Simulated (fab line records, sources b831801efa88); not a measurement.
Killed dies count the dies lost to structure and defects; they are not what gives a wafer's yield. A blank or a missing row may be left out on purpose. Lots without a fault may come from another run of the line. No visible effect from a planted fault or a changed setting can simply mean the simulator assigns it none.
Check of tool commonality	flow sky130	15 lots and 45 wafers in the sample

## REASON FOR OPENING
3 of 15 lots carry a flag on the reading LDD_LDN_TW at SKY_LDD_LDN_TW_MEAS_13. Fault-free wafers read 1460, with a standard deviation of 5.6.
Rule: a lot is flagged in two cases, either no wafer of it has a number, or all its wafers with numbers fall more than 4 standard deviations from that mean. The rest of the lots are taken to be sound.

lot	measured	on	LDD_LDN_TW, wafer by wafer	flag
L207	day 24 06:56	film_metro-01	1464 1456 1466	
L209	day 24 15:01	film_metro-01	1457 1456 1461	
L211	day 24 21:43	film_metro-03	1463 1461 1456	
L212	day 24 21:43	film_metro-01	1465 1466 1463	
L214	day 26 08:20	film_metro-03	1448 1460 1449	
L216	day 26 15:58	film_metro-04	1472 1463 1468	
L217	day 27 12:10	film_metro-03	1330 1325 1326	FLAGGED
L218	day 27 12:22	film_metro-01	1344 1341 1347	FLAGGED
L219	day 27 19:26	film_metro-01	1348 1344 1340	FLAGGED
L224	day 29 13:29	film_metro-01	1462 1460 1456	
L226	day 29 23:08	film_metro-01	1453 1459 1451	
L225	day 30 00:34	film_metro-01	1463 1453 1461	
L228	day 32 00:21	film_metro-04	1454 1455 1458	
L229	day 32 01:31	film_metro-04	1450 1462 1453	
L227	day 32 04:19	film_metro-03	1466 1456 1462	
The mean of the flagged lots' numbers is 1338, -122 from the usual (-22 standard deviations).

## WHICH TOOL RAN EACH LOT
Before the reading, the record contains 3 process steps out of a 708-step route. Every cell lists first the tool, next ch and the chambers used by the sampled wafers, and last the start.
lot	flag	SKY_POLY_GATE_ETCH_17	SKY_POLY_GATE_STRIP_18	SKY_LDD_LDN_IMPLANT_10
L207		rie_si-02 ch 2,3, day 17 11:15	plasma_asher-03 ch 0,1, day 17 11:19	implanter-01 ch 0, day 24 06:32
L209		rie_si-02 ch 1,3, day 17 22:36	plasma_asher-01 ch 0,1, day 17 22:40	implanter-01 ch 0, day 24 14:38
L211		rie_si-01 ch 1,2,3, day 18 08:55	plasma_asher-03 ch 0,1, day 18 08:59	implanter-01 ch 0, day 24 21:19
L212		rie_si-02 ch 1,3, day 18 07:04	plasma_asher-02 ch 0,1, day 18 07:08	implanter-03 ch 0, day 24 21:19
L214		rie_si-02 ch 2,3, day 19 20:39	plasma_asher-03 ch 0,1, day 19 20:44	implanter-03 ch 0, day 26 07:59
L216		rie_si-01 ch 2,3, day 20 05:39	plasma_asher-03 ch 0,1, day 20 05:43	implanter-01 ch 0, day 26 15:35
L217	FLAGGED	rie_si-01 ch 0,2, day 21 00:28	plasma_asher-01 ch 0,1, day 21 00:32	implanter-01, day 27 11:47
L218	FLAGGED	rie_si-02 ch 0,1,3, day 21 00:32	plasma_asher-02 ch 0,1, day 21 00:35	implanter-04, day 27 11:58
L219	FLAGGED	rie_si-01 ch 0,1,2, day 21 11:15	plasma_asher-03 ch 0,1, day 21 11:20	implanter-03, day 27 19:04
L224		rie_si-02 ch 2,3, day 23 06:08	plasma_asher-02 ch 1, day 23 06:11	implanter-01 ch 0, day 29 13:06
L226		rie_si-02 ch 1,2, day 23 16:22	plasma_asher-01 ch 0,1, day 23 16:28	implanter-04 ch 0, day 29 22:46
L225		rie_si-01 ch 1,2, day 23 15:22	plasma_asher-01 ch 0,1, day 23 15:28	implanter-04 ch 0, day 30 00:12
L228		rie_si-01 ch 0,1,3, day 25 23:40	plasma_asher-01 ch 1, day 25 23:44	implanter-04 ch 0, day 31 23:57
L229		rie_si-02 ch 1,2, day 26 00:24	plasma_asher-02 ch 0,1, day 26 00:28	implanter-01 ch 0, day 32 01:07
L227		rie_si-01 ch 0,1,3, day 26 02:58	plasma_asher-02 ch 0,1, day 26 03:02	implanter-03 ch 0, day 32 03:56
What is done by these steps:
- SKY_POLY_GATE_ETCH_17: etches poly-Si in HBr/Cl2, stops on SiO2, target depth 180 nm, time 70.5 s.
- SKY_POLY_GATE_STRIP_18: strips in O2/N2.
- SKY_LDD_LDN_IMPLANT_10
- SKY_LDD_LDN_TW_MEAS_13

## FLAGGED AGAINST TOTAL, ONE TOOL AT A TIME (gauges that did the reading follow at the end)
step	tool	lots run	flagged	share of the flagged lots	sound lots run after its first flagged lot
SKY_POLY_GATE_ETCH_17	rie_si-01	7	2	some	3 (L225,L228,L227)
SKY_POLY_GATE_ETCH_17	rie_si-02	8	1	some	3 (L224,L226,L229)
SKY_POLY_GATE_STRIP_18	plasma_asher-01	5	1	some	3 (L225,L226,L228)
SKY_POLY_GATE_STRIP_18	plasma_asher-02	5	1	some	3 (L224,L229,L227)
SKY_POLY_GATE_STRIP_18	plasma_asher-03	5	1	some	0
SKY_LDD_LDN_IMPLANT_10	implanter-01	7	1	some	2 (L224,L229)
SKY_LDD_LDN_IMPLANT_10	implanter-03	4	1	some	1 (L227)
SKY_LDD_LDN_IMPLANT_10	implanter-04	4	1	some	3 (L226,L225,L228)
SKY_LDD_LDN_TW_MEAS_13	film_metro-01	8	2	some	3 (L224,L226,L225)
SKY_LDD_LDN_TW_MEAS_13	film_metro-03	4	1	some	1 (L227)
SKY_LDD_LDN_TW_MEAS_13	film_metro-04	3	0	none	-

## THE TABLE: WHAT IT ALLOWS
No row of the table ran every flagged lot.

## WHAT THE SIMULATOR HAD PUT IN
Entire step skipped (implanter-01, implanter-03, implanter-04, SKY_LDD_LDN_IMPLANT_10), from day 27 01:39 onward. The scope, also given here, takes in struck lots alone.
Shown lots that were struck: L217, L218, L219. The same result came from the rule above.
